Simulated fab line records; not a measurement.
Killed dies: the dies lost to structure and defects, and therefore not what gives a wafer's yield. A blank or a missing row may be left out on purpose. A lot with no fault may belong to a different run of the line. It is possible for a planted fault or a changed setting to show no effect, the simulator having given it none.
fab line records -- flow gf180mcu
record: lots: 15, wafers: 45, last-day: 34
route steps=602 shown STI@23 MVPSD@88 VT_IMPLANT@99 MVSD@136 POLY_GATE@167
lots that met no fault: from a run of the same line without faults
start-h: start of the lot's first displayed wafer, in hours after the record's first day -- wait-h: how many hours have passed since the lot's step before this one -- " unchanged from the row above -- L1.1+2: several wafers, shown together as one row -- - either no value or no given start -- * or withheld: withheld -- < > ~ a bound
route shown NAME@n: a module of which the file shows steps, and the number in the route of the first -- usual: mean/standard deviation taken from wafers without a fault -- same: alike in all rows -- chamber/n: place in a boat -- sites: each site's reading -- _std_site: their standard deviation -- _edge_site: mean of outer sites minus mean of inner sites -- radius-mm: for every site, how far away it sits from the centre of the wafer -- mask NAME#n: copy n -- behind: tool/chamber where the wafer was last shaped -- hold: why the lot went on hold/how many hours it stayed there/how the hold came to an end -- device: the transistor (n, p or np) that didn't switch -- end of line: tests run on the same wafers once the route is complete -- for a step that has no rows: nothing shown but its recipe -- killed: dies lost to structure and defects at the first sort, not the wafer's yield -- map: shows each die of a wafer: x if killed, . if not, _ if none is there
set.NAME: the run value of the setting; set.NAME@STEP: its run value at that earlier step -- model.NAME: the simulator's own value behind a step, which no gauge read
one table for each step of the route and one row for each wafer, over a sample of lots
services: the hour from which a tool's chamber was out of use, counted from the record's first day as start-h (under 0 if before that day), plus the number of hours and why
== steps ==
step: GF_STI_THK_MEAS_22
recipe: reads: SiO2_of_STI_OXIDATION_21
usual: STI_OXIDATION_01_THK: 15.03/0.27
lot.wafer,tool,chamber,start-h,wait-h,STI_OXIDATION_01_THK[nm]
L380.1,film-metro-03,-,27.70,0.0,15.02
L380.3,film-metro-03,-,27.70,0.0,14.86
L380.4,film-metro-03,-,27.70,0.0,14.85
L381.2,film-metro-03,-,32.88,0.0,15.15
L381.4,film-metro-03,-,32.88,0.0,15.46
L381.6,film-metro-03,-,32.88,0.0,15.25
L382.2,film-metro-04,-,37.76,0.0,15.37
L382.4,film-metro-04,-,37.76,0.0,15.62
L382.6,film-metro-04,-,37.76,0.0,15.18
L384.1,film-metro-04,-,47.97,0.0,14.99
L384.2,film-metro-04,-,47.97,0.0,15.07
L384.4,film-metro-04,-,47.97,0.0,14.84
L385.2,film-metro-03,-,52.65,0.0,14.91
L385.3,film-metro-03,-,52.65,0.0,14.87
L385.6,film-metro-03,-,52.65,0.0,15.05
L386.1,film-metro-01,-,59.52,0.0,14.45
L386.3,film-metro-01,-,59.52,0.0,14.61
L386.4,film-metro-01,-,59.52,0.0,14.38
L393.1,film-metro-01,-,95.45,0.0,15.18
L393.5,film-metro-01,-,95.45,0.0,15.38
L393.6,film-metro-01,-,95.45,0.0,14.96
L394.3,film-metro-01,-,98.09,0.0,15.22
L394.5,film-metro-01,-,98.09,0.0,15.29
L394.6,film-metro-01,-,98.09,0.0,14.91
L395.2,film-metro-01,-,108.89,0.0,15.37
L395.5,film-metro-01,-,108.89,0.0,15.40
L395.6,film-metro-01,-,108.89,0.0,15.13
L396.1,film-metro-01,-,112.65,0.0,15.13
L396.2,film-metro-01,-,112.65,0.0,14.90
L396.6,film-metro-01,-,112.65,0.0,15.00
L397.2,film-metro-03,-,114.02,0.0,15.30
L397.3,film-metro-03,-,114.02,0.0,15.28
L397.5,film-metro-03,-,114.02,0.0,15.23
L398.1,film-metro-03,-,120.34,0.0,14.72
L398.2,film-metro-03,-,120.34,0.0,15.17
L398.4,film-metro-03,-,120.34,0.0,14.65
L399.1,film-metro-03,-,128.79,0.0,15.10
L399.2,film-metro-03,-,128.79,0.0,14.93
L399.5,film-metro-03,-,128.79,0.0,15.28
L401.2,film-metro-01,-,135.73,0.0,14.74
L401.5,film-metro-01,-,135.73,0.0,14.83
L401.6,film-metro-01,-,135.73,0.0,14.77
L402.1,film-metro-03,-,140.92,0.0,14.93
L402.4,film-metro-03,-,140.92,0.0,14.97
L402.6,film-metro-03,-,140.92,0.0,15.11
step: GF_MVPSD_STRIP_10
recipe: chemistry: O2/N2, power-w: 1400, pressure-mtorr: 1500, platen-temp-c: 250, o2-flow-sccm: 3000, n2-flow-sccm: 300, overash-fraction: 0.5
usual: chamber-pressure-mTorr: 1500.1/1.3, drypump-motor-current-A: 5.8/0.41, heater-power-w: 327/18, oes-product-au: 0.723/0.0047, strip-time-to-endpoint-s: 37.01/0.1
lot.wafer,tool,chamber,start-h,wait-h,chamber-pressure-mTorr,drypump-motor-current-A,heater-power-w,oes-product-au,rf-hours-counter-h,strip-time-to-endpoint-s
L380.1,plasma-asher-03,0,97.50,0.1,1500.3,5.2,316,0.720,47,36.88
L380.3,plasma-asher-03,1,97.50,0.1,1496.6,5.6,303,0.715,-,36.89
L380.4,plasma-asher-03,0,97.50,0.1,1501.6,5.2,314,0.718,-,36.86
L381.2,plasma-asher-01,1,103.74,0.1,1498.2,6.1,311,0.725,27,36.81
L381.4,plasma-asher-01,0,103.74,0.1,1500.6,6.3,347,0.720,-,36.91
L381.6,plasma-asher-01,0,103.74,0.1,1501.1,6.3,347,0.718,-,36.90
L382.2,plasma-asher-01,1,109.60,0.1,1500.3,6.1,314,0.736,27,36.88
L382.4,plasma-asher-01,0,109.60,0.1,1499.5,6.3,347,0.718,-,37.08
L382.6,plasma-asher-01,1,109.60,0.1,1498.9,6.1,317,0.728,-,37.08
L384.1,plasma-asher-01,1,122.60,0.1,-,-,-,-,-,-
L384.2,plasma-asher-01,0,122.60,0.1,-,-,-,-,-,-
L384.4,plasma-asher-01,0,122.60,0.1,-,-,-,-,-,-
L385.2,plasma-asher-01,0,127.09,0.1,-,-,-,-,-,-
L385.3,plasma-asher-01,0,127.09,0.1,-,-,-,-,-,-
L385.6,plasma-asher-01,0,127.09,0.1,-,-,-,-,-,-
L386.1,plasma-asher-04,0,134.60,0.1,-,-,-,-,-,-
L386.3,plasma-asher-04,0,134.60,0.1,-,-,-,-,-,-
L386.4,plasma-asher-04,1,134.60,0.1,-,-,-,-,-,-
L393.1,plasma-asher-01,0,176.59,0.1,1500.8,6.3,345,0.719,35,37.03
L393.5,plasma-asher-01,1,176.59,0.1,1500.5,6.0,312,0.725,-,36.99
L393.6,plasma-asher-01,0,176.59,0.1,1500.0,6.3,347,0.730,-,37.06
L394.3,plasma-asher-01,0,180.52,0.1,1501.9,6.3,340,0.723,-,36.93
L394.5,plasma-asher-01,0,180.52,0.1,1499.5,6.3,350,0.723,-,36.91
L394.6,plasma-asher-01,1,180.52,0.1,1501.6,6.1,321,0.725,-,36.87
L395.2,plasma-asher-04,0,192.74,0.2,1502.7,5.2,317,0.728,53,36.96
L395.5,plasma-asher-04,0,192.74,0.2,1501.5,5.3,319,0.713,-,37.08
L395.6,plasma-asher-04,1,192.74,0.2,1500.1,6.0,352,0.722,-,37.11
L396.1,plasma-asher-04,0,195.45,0.1,1498.3,5.3,313,0.728,53,36.91
L396.2,plasma-asher-04,1,195.45,0.1,1498.9,6.0,339,0.732,53,36.97
L396.6,plasma-asher-04,1,195.45,0.1,1499.9,6.0,351,0.720,-,36.88
L397.2,plasma-asher-04,0,198.55,0.1,1502.1,5.3,316,0.725,54,36.98
L397.3,plasma-asher-04,0,198.55,0.1,1499.8,5.3,327,0.721,-,36.94
L397.5,plasma-asher-04,0,198.55,0.1,1496.8,5.3,320,0.721,-,36.98
L398.1,plasma-asher-03,0,208.70,0.1,1501.2,5.2,325,0.719,9,36.96
L398.2,plasma-asher-03,1,208.70,0.1,1498.9,5.6,290,0.731,9,36.81
L398.4,plasma-asher-03,0,208.70,0.1,1498.0,5.2,334,0.714,-,37.00
L399.1,plasma-asher-01,1,217.00,0.1,1502.6,6.0,320,0.723,40,36.89
L399.2,plasma-asher-01,0,217.00,0.1,1500.4,6.3,340,0.719,40,36.88
L399.5,plasma-asher-01,0,217.00,0.1,1500.0,6.3,350,0.724,-,36.88
L401.2,plasma-asher-01,1,223.85,0.1,1499.2,6.0,313,0.726,40,37.04
L401.5,plasma-asher-01,1,223.85,0.1,1501.3,6.0,315,0.726,-,37.01
L401.6,plasma-asher-01,0,223.85,0.1,1501.1,6.3,338,0.726,-,37.08
L402.1,plasma-asher-01,1,230.03,0.1,1501.4,6.0,313,0.724,41,36.91
L402.4,plasma-asher-01,1,230.03,0.1,1497.2,6.0,319,0.718,-,36.93
L402.6,plasma-asher-01,1,230.03,0.1,1499.6,6.0,321,0.723,-,36.98
step: GF_VT_IMPLANT_STRIP_09
recipe: chemistry: O2/N2, power-w: 1400, pressure-mtorr: 1500, platen-temp-c: 250, o2-flow-sccm: 3000, n2-flow-sccm: 300, overash-fraction: 0.5
usual: chamber-pressure-mTorr: 1500.1/1.2, drypump-motor-current-A: 5.6/0.51, heater-power-w: 322/26, oes-product-au: 0.717/0.0051, strip-time-to-endpoint-s: 12.645/0.029
lot.wafer,tool,chamber,start-h,wait-h,chamber-pressure-mTorr,drypump-motor-current-A,heater-power-w,oes-product-au,rf-hours-counter-h,strip-time-to-endpoint-s
L380.1,plasma-asher-02,0,111.63,0.1,1500.1,4.7,290,0.718,47,12.662
L380.3,plasma-asher-02,0,111.63,0.1,1501.8,4.7,294,0.711,-,12.648
L380.4,plasma-asher-02,1,111.63,0.1,1499.6,5.4,364,0.714,-,12.634
L381.2,plasma-asher-02,0,118.43,0.1,1500.1,4.7,291,0.716,48,12.651
L381.4,plasma-asher-02,1,118.43,0.1,1498.9,5.5,374,0.721,-,12.677
L381.6,plasma-asher-02,0,118.43,0.1,1501.0,4.7,284,0.711,-,12.648
L382.2,plasma-asher-02,1,124.05,0.1,1499.4,5.4,370,0.719,49,12.639
L382.4,plasma-asher-02,1,124.05,0.1,1499.1,5.5,367,0.721,-,12.651
L382.6,plasma-asher-02,1,124.05,0.1,1499.4,5.4,371,0.721,-,12.651
L384.1,plasma-asher-03,1,138.14,0.1,1499.4,5.6,296,0.722,1,57.499
L384.2,plasma-asher-03,0,138.14,0.1,1501.7,5.2,334,0.728,1,57.432
L384.4,plasma-asher-03,0,138.14,0.1,1499.1,5.1,331,0.723,-,57.502
L385.2,plasma-asher-03,0,142.18,0.1,1500.8,5.1,320,0.733,2,57.228
L385.3,plasma-asher-03,0,142.18,0.1,1500.9,5.2,329,0.731,-,57.033
L385.6,plasma-asher-03,1,142.18,0.1,1500.4,5.6,293,0.726,-,57.151
L386.1,plasma-asher-03,0,149.85,0.1,1499.9,5.2,320,0.726,2,57.238
L386.3,plasma-asher-03,1,149.85,0.1,1500.4,5.6,292,0.738,-,57.324
L386.4,plasma-asher-03,0,149.85,0.1,1501.8,5.2,320,0.729,-,57.288
L393.1,plasma-asher-03,1,193.58,0.2,1501.7,5.6,297,0.725,7,12.675
L393.5,plasma-asher-03,0,193.58,0.2,1499.4,5.2,323,0.712,-,12.672
L393.6,plasma-asher-03,1,193.58,0.2,1496.9,5.6,297,0.717,-,12.683
L394.3,plasma-asher-01,0,197.49,0.1,1499.3,6.3,351,0.718,-,12.641
L394.5,plasma-asher-01,1,197.49,0.1,1501.3,6.1,320,0.721,-,12.703
L394.6,plasma-asher-01,0,197.49,0.1,1503.6,6.3,344,0.714,-,12.624
L395.2,plasma-asher-03,0,210.10,0.1,1500.4,5.2,326,0.721,9,12.675
L395.5,plasma-asher-03,0,210.10,0.1,1500.9,5.1,322,0.721,-,12.647
L395.6,plasma-asher-03,1,210.10,0.1,1498.0,5.6,301,0.724,-,12.663
L396.1,plasma-asher-01,1,213.55,0.1,1498.5,6.1,317,0.720,39,12.599
L396.2,plasma-asher-01,0,213.55,0.1,1499.3,6.3,352,0.712,39,12.626
L396.6,plasma-asher-01,0,213.55,0.1,1498.8,6.3,342,0.719,-,12.594
L397.2,plasma-asher-03,1,216.50,0.1,1500.0,5.7,289,0.712,10,12.647
L397.3,plasma-asher-03,1,216.50,0.1,1501.1,5.6,294,0.723,-,12.613
L397.5,plasma-asher-03,0,216.50,0.1,1503.7,5.2,325,0.718,-,12.610
L398.1,plasma-asher-01,1,226.68,0.1,1501.7,6.1,320,0.714,40,12.642
L398.2,plasma-asher-01,0,226.68,0.1,1498.6,6.3,343,0.716,40,12.618
L398.4,plasma-asher-01,0,226.68,0.1,1500.2,6.3,348,0.715,-,12.643
L399.1,plasma-asher-02,0,234.93,0.1,1499.8,4.7,297,0.716,59,12.639
L399.2,plasma-asher-02,1,234.93,0.1,1500.6,5.4,370,0.716,59,12.648
L399.5,plasma-asher-02,0,234.93,0.1,1500.2,4.7,287,0.722,-,12.618
L401.2,plasma-asher-01,1,242.03,0.1,1499.5,6.0,317,0.730,42,12.669
L401.5,plasma-asher-01,0,242.03,0.1,1502.4,6.3,348,0.709,-,12.635
L401.6,plasma-asher-01,1,242.03,0.1,1498.7,6.0,327,0.717,-,12.643
L402.1,plasma-asher-03,0,248.25,0.1,1498.7,5.2,320,0.726,13,12.690
L402.4,plasma-asher-03,1,248.25,0.1,1500.7,5.6,281,0.717,-,12.701
L402.6,plasma-asher-03,0,248.25,0.1,1500.1,5.2,322,0.716,-,12.661
step: GF_VT_IMPLANT_TW_MEAS_10
usual: VT_IMPLANT_TW: 565/6.3
lot.wafer,tool,chamber,start-h,wait-h,VT_IMPLANT_TW
L380.1,film-metro-02,-,111.73,0.1,566
L380.3,film-metro-02,-,111.73,0.1,569
L380.4,film-metro-02,-,111.73,0.1,568
L381.2,film-metro-03,-,118.54,0.1,573
L381.4,film-metro-03,-,118.54,0.1,568
L381.6,film-metro-03,-,118.54,0.1,570
L382.2,film-metro-03,-,124.16,0.1,571
L382.4,film-metro-03,-,124.16,0.1,573
L382.6,film-metro-03,-,124.16,0.1,569
L384.1,film-metro-03,-,138.24,0.1,30
L384.2,film-metro-03,-,138.24,0.1,30
L384.4,film-metro-03,-,138.24,0.1,30
L385.2,film-metro-04,-,142.29,0.1,29
L385.3,film-metro-04,-,142.29,0.1,29
L385.6,film-metro-04,-,142.29,0.1,29
L386.1,film-metro-02,-,149.95,0.1,30
L386.3,film-metro-02,-,149.95,0.1,30
L386.4,film-metro-02,-,149.95,0.1,30
L393.1,film-metro-02,-,193.68,0.1,571
L393.5,film-metro-02,-,193.68,0.1,568
L393.6,film-metro-02,-,193.68,0.1,569
L394.3,film-metro-03,-,197.57,0.1,565
L394.5,film-metro-03,-,197.57,0.1,566
L394.6,film-metro-03,-,197.57,0.1,568
L395.2,film-metro-03,-,210.21,0.1,566
L395.5,film-metro-03,-,210.21,0.1,567
L395.6,film-metro-03,-,210.21,0.1,568
L396.1,film-metro-02,-,213.65,0.1,568
L396.2,film-metro-02,-,213.65,0.1,570
L396.6,film-metro-02,-,213.65,0.1,570
L397.2,film-metro-02,-,216.61,0.1,568
L397.3,film-metro-02,-,216.61,0.1,567
L397.5,film-metro-02,-,216.61,0.1,571
L398.1,film-metro-03,-,226.78,0.1,568
L398.2,film-metro-03,-,226.78,0.1,570
L398.4,film-metro-03,-,226.78,0.1,568
L399.1,film-metro-04,-,235.03,0.1,549
L399.2,film-metro-04,-,235.03,0.1,549
L399.5,film-metro-04,-,235.03,0.1,552
L401.2,film-metro-04,-,242.14,0.1,554
L401.5,film-metro-04,-,242.14,0.1,554
L401.6,film-metro-04,-,242.14,0.1,552
L402.1,film-metro-03,-,248.35,0.1,568
L402.4,film-metro-03,-,248.35,0.1,566
L402.6,film-metro-03,-,248.35,0.1,567
step: GF_VT_IMPLANT_RS_MEAS_46
recipe: thk-meas-gauge: four-point-probe
usual: MVSD_RS: 456.5/1.1
lot.wafer,tool,chamber,start-h,wait-h,MVSD_RS[ohm/sq]
L380.1,film-metro-04,-,157.75,0.1,457.6
L380.3,film-metro-04,-,157.75,0.1,457.4
L380.4,film-metro-04,-,157.75,0.1,456.7
L381.2,film-metro-01,-,165.58,0.1,455.3
L381.4,film-metro-01,-,165.58,0.1,456.1
L381.6,film-metro-01,-,165.58,0.1,455.6
L382.2,film-metro-02,-,172.93,0.1,456.3
L382.4,film-metro-02,-,172.93,0.1,456.1
L382.6,film-metro-02,-,172.93,0.1,457.2
L384.1,film-metro-02,-,187.99,0.1,455.1
L384.2,film-metro-02,-,187.99,0.1,454.9
L384.4,film-metro-02,-,187.99,0.1,454.4
L385.2,film-metro-02,-,192.27,0.1,456.7
L385.3,film-metro-02,-,192.27,0.1,457.3
L385.6,film-metro-02,-,192.27,0.1,456.6
L386.1,film-metro-01,-,200.50,0.1,456.7
L386.3,film-metro-01,-,200.50,0.1,454.8
L386.4,film-metro-01,-,200.50,0.1,457.3
L393.1,film-metro-04,-,247.99,0.1,456.4
L393.5,film-metro-04,-,247.99,0.1,455.6
L393.6,film-metro-04,-,247.99,0.1,454.9
L394.3,film-metro-04,-,252.33,0.1,456.1
L394.5,film-metro-04,-,252.33,0.1,455.6
L394.6,film-metro-04,-,252.33,0.1,453.9
L395.2,film-metro-02,-,266.79,0.1,456.3
L395.5,film-metro-02,-,266.79,0.1,456.1
L395.6,film-metro-02,-,266.79,0.1,456.1
L396.1,film-metro-02,-,270.34,0.1,457.3
L396.2,film-metro-02,-,270.34,0.1,457.1
L396.6,film-metro-02,-,270.34,0.1,457.3
L397.2,film-metro-01,-,273.34,0.1,456.5
L397.3,film-metro-01,-,273.34,0.1,457.0
L397.5,film-metro-01,-,273.34,0.1,456.0
L398.1,film-metro-01,-,284.89,0.1,457.3
L398.2,film-metro-01,-,284.89,0.1,456.7
L398.4,film-metro-01,-,284.89,0.1,455.8
L399.1,film-metro-02,-,293.59,0.1,456.6
L399.2,film-metro-02,-,293.59,0.1,456.9
L399.5,film-metro-02,-,293.59,0.1,457.1
L401.2,film-metro-02,-,301.61,0.1,455.8
L401.5,film-metro-02,-,301.61,0.1,455.8
L401.6,film-metro-02,-,301.61,0.1,455.9
L402.1,film-metro-02,-,308.35,0.1,456.4
L402.4,film-metro-02,-,308.35,0.1,455.1
L402.6,film-metro-02,-,308.35,0.1,455.7
step: GF_POLY_GATE_CD_MEAS_10
recipe: target-cd-nm: 280
usual: cd-nm: 280.3/1.3
lot.wafer,tool,chamber,start-h,wait-h,cd-nm
L380.1,cd-sem-01,-,196.15,0.1,280.7
L380.3,cd-sem-01,-,196.15,0.1,280.8
L380.4,cd-sem-01,-,196.15,0.1,279.9
L381.2,cd-sem-01,-,205.62,0.1,278.6
L381.4,cd-sem-01,-,205.62,0.1,278.5
L381.6,cd-sem-01,-,205.62,0.1,279.6
L382.2,cd-sem-02,-,213.06,0.1,280.5
L382.4,cd-sem-02,-,213.06,0.1,282.0
L382.6,cd-sem-02,-,213.06,0.1,281.7
L384.1,cd-sem-02,-,228.45,0.1,281.0
L384.2,cd-sem-02,-,228.45,0.1,280.9
L384.4,cd-sem-02,-,228.45,0.1,280.0
L385.2,cd-sem-02,-,235.46,0.1,281.3
L385.3,cd-sem-02,-,235.46,0.1,280.0
L385.6,cd-sem-02,-,235.46,0.1,280.5
L386.1,cd-sem-01,-,242.59,0.1,279.4
L386.3,cd-sem-01,-,242.59,0.1,278.6
L386.4,cd-sem-01,-,242.59,0.1,278.4
L393.1,cd-sem-02,-,293.14,0.1,280.6
L393.5,cd-sem-02,-,293.14,0.1,282.0
L393.6,cd-sem-02,-,293.14,0.1,279.6
L394.3,cd-sem-02,-,299.78,0.1,279.6
L394.5,cd-sem-02,-,299.78,0.1,279.0
L394.6,cd-sem-02,-,299.78,0.1,280.2
L395.2,cd-sem-01,-,314.27,0.1,281.3
L395.5,cd-sem-01,-,314.27,0.1,282.5
L395.6,cd-sem-01,-,314.27,0.1,281.2
L396.1,cd-sem-01,-,319.01,0.1,283.1
L396.2,cd-sem-01,-,319.01,0.1,282.4
L396.6,cd-sem-01,-,319.01,0.1,281.6
L397.2,cd-sem-02,-,323.11,0.1,278.3
L397.3,cd-sem-02,-,323.11,0.1,277.9
L397.5,cd-sem-02,-,323.11,0.1,279.6
L398.1,cd-sem-01,-,332.61,0.1,279.6
L398.2,cd-sem-01,-,332.61,0.1,279.3
L398.4,cd-sem-01,-,332.61,0.1,277.9
L399.1,cd-sem-01,-,343.14,0.1,283.5
L399.2,cd-sem-01,-,343.14,0.1,282.5
L399.5,cd-sem-01,-,343.14,0.1,282.5
L401.2,cd-sem-02,-,348.57,0.1,281.3
L401.5,cd-sem-02,-,348.57,0.1,281.7
L401.6,cd-sem-02,-,348.57,0.1,280.9
L402.1,cd-sem-01,-,356.05,0.1,278.8
L402.4,cd-sem-01,-,356.05,0.1,279.0
L402.6,cd-sem-01,-,356.05,0.1,280.0
== services ==
tool,chamber,start-h,hours,kind
plasma-asher-04,-,81.04,2.8,pm
plasma-asher-03,-,108.75,9.0,pm
plasma-asher-03,0,108.75,9.0,vent-cycle
plasma-asher-03,1,108.75,9.0,vent-cycle
plasma-asher-03,0,117.75,-,clean
plasma-asher-03,1,117.75,-,clean
plasma-asher-03,-,120.32,7.0,pm
== key ==
first-sign: step: GF_MVPSD_STRIP_10, reading: tool-record, direction: missing
effect: step: GF_VT_IMPLANT_STRIP_09, reading: strip-time-to-endpoint-s, direction: up, sigmas: 99+, usual: *, struck: *
effect: step: GF_VT_IMPLANT_TW_MEAS_10, reading: VT_IMPLANT_TW, direction: down, sigmas: 85, usual: 565, struck: 30
met-at GF_MVPSD_STRIP_10
struck-lots L384,L385,L386
sort-left-out L384.1,L384.2,L384.4,L385.2,L385.3,L385.6,L386.1,L386.3,L386.4
tester-left-out L384,L385,L386
not-acting-at GF_STI_THK_MEAS_22,GF_VT_IMPLANT_RS_MEAS_46,GF_POLY_GATE_CD_MEAS_10
onset-between 109.60 122.60
fault: kind: skipped-step-whole, tool: plasma-asher-01,plasma-asher-04, chamber: -, onset-h: 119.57, steps: GF_MVPSD_STRIP_10, scope: struck-lots-only
tester-left-out: of these lots the tester's yield and bins aren't shown, on N5 and GAA mostly nor the transistor test; their killed dies are dies lost to structure and defects alone, not to doping, threshold or leakage, so they don't give the yield
sort-left-out: the simulated sort isn't trusted on such a fault, so these wafers' sort isn't shown, and their yield isn't known
